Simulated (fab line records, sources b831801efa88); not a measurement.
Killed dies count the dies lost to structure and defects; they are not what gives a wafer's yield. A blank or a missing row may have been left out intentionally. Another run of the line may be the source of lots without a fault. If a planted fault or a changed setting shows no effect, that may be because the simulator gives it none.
Which tool is to blame? | flow gf180mcu | 15 lots with 45 wafers sampled at 4 steps, on a route of 602 steps

## WHAT EACH GAUGE READ, for each wafer
The record holds no reading of a measuring or inspecting step that can be judged against a usual standard deviation.

## EACH LOT AND THE TOOL THAT RAN IT (in order: tool; ch and the chambers of the sampled wafers; start)
lot  | GF_MIM_SPUTTER_08            | GF_MIM_SPUTTER_09            | GF_V5_PEB_12                      | GF_V5_CMP_26
L536 | pvd-sputter-03, day 24 10:10 | pvd-sputter-03, day 24 10:12 | litho-track-03 ch 0, day 27 04:01 | cmp-01 ch 0,2,3, day 27 05:38
L537 | pvd-sputter-03, day 24 16:44 | pvd-sputter-03, day 24 16:45 | litho-track-02 ch 0, day 27 10:10 | cmp-01 ch 0,1,3, day 27 11:47
L539 | pvd-sputter-01, day 25 07:17 | pvd-sputter-01, day 25 07:18 | litho-track-03 ch 0, day 27 22:07 | cmp-01 ch 0,3, day 27 23:44
L540 | pvd-sputter-01, day 25 21:11 | pvd-sputter-01, day 25 21:12 | litho-track-01 ch 0, day 28 11:05 | cmp-01 ch 1,2, day 28 12:40
L542 | pvd-sputter-01, day 26 13:17 | pvd-sputter-01, day 26 13:19 | litho-track-02 ch 0, day 29 02:45 | cmp-02 ch 0,2,3, day 29 04:21
L543 | pvd-sputter-03, day 27 01:11 | pvd-sputter-03, day 27 01:12 | litho-track-03 ch 0, day 29 13:30 | cmp-01 ch 0,2,3, day 29 15:06
L544 | pvd-sputter-01, day 27 08:02 | pvd-sputter-01, day 27 08:04 | litho-track-02 ch 0, day 29 18:59 | cmp-01 ch 0,2, day 29 20:33
L545 | pvd-sputter-01, day 27 12:59 | pvd-sputter-01, day 27 13:01 | litho-track-02 ch 0, day 30 00:14 | cmp-01 ch 0,1,3, day 30 02:01
L546 | pvd-sputter-03, day 28 01:38 | pvd-sputter-03, day 28 01:40 | litho-track-02 ch 0, day 30 11:42 | cmp-02 ch 1,2, day 30 13:15
L547 | pvd-sputter-01, day 28 07:07 | pvd-sputter-01, day 28 07:09 | litho-track-01 ch 0, day 30 17:34 | cmp-02 ch 0,2,3, day 30 19:08
L548 | pvd-sputter-03, day 28 14:13 | pvd-sputter-03, day 28 14:14 | litho-track-02 ch 0, day 30 23:44 | cmp-02 ch 0,2, day 31 01:15
L549 | pvd-sputter-01, day 28 20:11 | pvd-sputter-01, day 28 20:13 | litho-track-01 ch 0, day 31 05:43 | cmp-01 ch 0,2,3, day 31 07:20
L550 | pvd-sputter-03, day 29 04:00 | pvd-sputter-03, day 29 04:01 | litho-track-03, day 31 11:40      | cmp-01 ch 0,3, day 31 13:13
L551 | pvd-sputter-03, day 29 07:39 | pvd-sputter-03, day 29 07:41 | litho-track-03, day 31 15:18      | cmp-01 ch 0,1, day 31 16:53
L552 | pvd-sputter-04, day 29 12:34 | pvd-sputter-04, day 29 12:36 | litho-track-03, day 31 19:43      | cmp-02 ch 0,1,2, day 31 21:18
- GF_MIM_SPUTTER_08: material AlCu, target thk 200 nm, time 10.6 s.
- GF_MIM_SPUTTER_09: material TiN, target thk 35 nm, time 29.2 s.
- GF_V5_PEB_12: peb time 90 s.
- GF_V5_CMP_26: polishes, stops on SiO2, t overpolish 15 s, target thk 0 nm.

## WHAT THE TOOLS THEMSELVES READ (means of the sampled wafers that have a number; where no wafer has one, the mark that the record gives instead)
GF_MIM_SPUTTER_08.
lot  | tool           | throttle-valve-pct (%)
L536 | pvd-sputter-03 | 29.8
L537 | pvd-sputter-03 | 29.7
L539 | pvd-sputter-01 | 29.4
L540 | pvd-sputter-01 | 30.2
L542 | pvd-sputter-01 | 29.2
L543 | pvd-sputter-03 | 30.3
L544 | pvd-sputter-01 | 29.9
L545 | pvd-sputter-01 | 29.2
L546 | pvd-sputter-03 | 30.3
L547 | pvd-sputter-01 | 29.9
L548 | pvd-sputter-03 | 29.6
L549 | pvd-sputter-01 | 29.5
L550 | pvd-sputter-03 | 29.8
L551 | pvd-sputter-03 | 30.0
L552 | pvd-sputter-04 | 29.7

GF_MIM_SPUTTER_09.
lot  | tool           | throttle-valve-pct (%)
L536 | pvd-sputter-03 | 29.7
L537 | pvd-sputter-03 | 29.9
L539 | pvd-sputter-01 | 29.3
L540 | pvd-sputter-01 | 30.2
L542 | pvd-sputter-01 | 29.2
L543 | pvd-sputter-03 | 30.5
L544 | pvd-sputter-01 | 29.7
L545 | pvd-sputter-01 | 29.2
L546 | pvd-sputter-03 | 30.3
L547 | pvd-sputter-01 | 29.8
L548 | pvd-sputter-03 | 29.4
L549 | pvd-sputter-01 | 29.5
L550 | pvd-sputter-03 | 29.8
L551 | pvd-sputter-03 | 29.8
L552 | pvd-sputter-04 | 29.9

GF_V5_PEB_12.
lot  | tool           | chill-plate-temp-C (C) | exhaust-pa (Pa)
L536 | litho-track-03 | 23.01                  | 45.3
L537 | litho-track-02 | 22.83                  | 45.0
L539 | litho-track-03 | 23.00                  | 46.2
L540 | litho-track-01 | 22.96                  | 44.4
L542 | litho-track-02 | 22.98                  | 44.4
L543 | litho-track-03 | 22.99                  | 44.4
L544 | litho-track-02 | 22.92                  | 44.9
L545 | litho-track-02 | 23.04                  | 44.8
L546 | litho-track-02 | 22.97                  | 45.1
L547 | litho-track-01 | 23.07                  | 46.0
L548 | litho-track-02 | 23.03                  | 44.0
L549 | litho-track-01 | 22.92                  | 44.4
L550 | litho-track-03 | -                      | -
L551 | litho-track-03 | -                      | -
L552 | litho-track-03 | -                      | -

GF_V5_CMP_26.
lot  | tool   | motor-current-A (A) | overpolish-run-s (s) | retaining-ring-pressure-frac | slurry-filter-dp-kPa (kPa) | time-to-endpoint-s (s)
L536 | cmp-01 | 11.8                | 14.998               | 1.002                        | 13.57                      | 85.5
L537 | cmp-01 | 11.2                | 15.004               | 1.000                        | 13.58                      | 83.6
L539 | cmp-01 | 11.5                | 15.001               | 0.998                        | 13.51                      | 81.2
L540 | cmp-01 | 10.9                | 15.002               | 0.996                        | 13.60                      | 80.7
L542 | cmp-02 | 10.6                | 15.000               | 0.997                        | 13.41                      | 84.6
L543 | cmp-01 | 11.3                | 15.003               | 1.006                        | 13.54                      | 83.5
L544 | cmp-01 | 11.5                | 14.993               | 1.002                        | 13.52                      | 83.6
L545 | cmp-01 | 11.5                | 15.003               | 1.001                        | 13.35                      | 87.9
L546 | cmp-02 | 10.5                | 14.998               | 1.001                        | 13.58                      | 86.9
L547 | cmp-02 | 10.4                | 14.997               | 0.999                        | 13.47                      | 85.4
L548 | cmp-02 | 10.7                | 14.998               | 0.997                        | 13.57                      | 80.5
L549 | cmp-01 | 11.6                | 15.005               | 1.000                        | 13.50                      | 83.3
L550 | cmp-01 | 11.6                | 14.998               | 0.999                        | 13.55                      | 83.9
L551 | cmp-01 | 11.1                | 15.001               | 1.002                        | 13.39                      | 85.0
L552 | cmp-02 | 11.1                | 15.010               | 0.998                        | 13.52                      | 84.9

## THE ANSWER, worked out from the rows above alone
Rule: the lots themselves supply what counts as usual. Put in order of their means at a reading, lots are off if they are a third of the lots or fewer, leave a main group of 4 or more, and stand apart from it by a gap of 3 or more times the standard deviation of the main group's means; of several such gaps the widest counts. A main group whose means are all the same, to the digits that the tables above print for the reading, isn't used. A lot without any number at a reading at which 4 lots or more have one is off too. Where the step has rows for the other lots, those lots are counted as sound. The gauges are gone through in route order, then the tools' own readings, and for those a lot's mean is taken as printed above. The first step at which some lot is off is used, and at that step the reading that is off furthest; a lot without a number counts as furthest.
Off: L550, L551, L552, at GF_V5_PEB_12 (chill-plate-temp-C). Without a number there: L550, L551, L552. Mean 22.98 C and standard deviation 0.062 in the main group.
A tool fits if, at that step or a process step before it, it ran every lot that is off, and no sound lot after the first of them. One candidate fits, namely litho-track-03 at GF_V5_PEB_12. A fault onset in the window from L543 (day 29 13:30, its last sound lot) to L550 (day 31 11:40, its first lot off) fits.
Blank at GF_V5_PEB_12 on the lots that are off, where sound lots have numbers: chill-plate-temp-C, exhaust-pa.

## WHAT THE SIMULATOR PUT IN
Skipped step whole: litho-track-03, from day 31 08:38 on, at GF_V5_PEB_12. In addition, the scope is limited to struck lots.
Lots struck among those shown: L550, L551, L552. The rule given above showed the same thing.
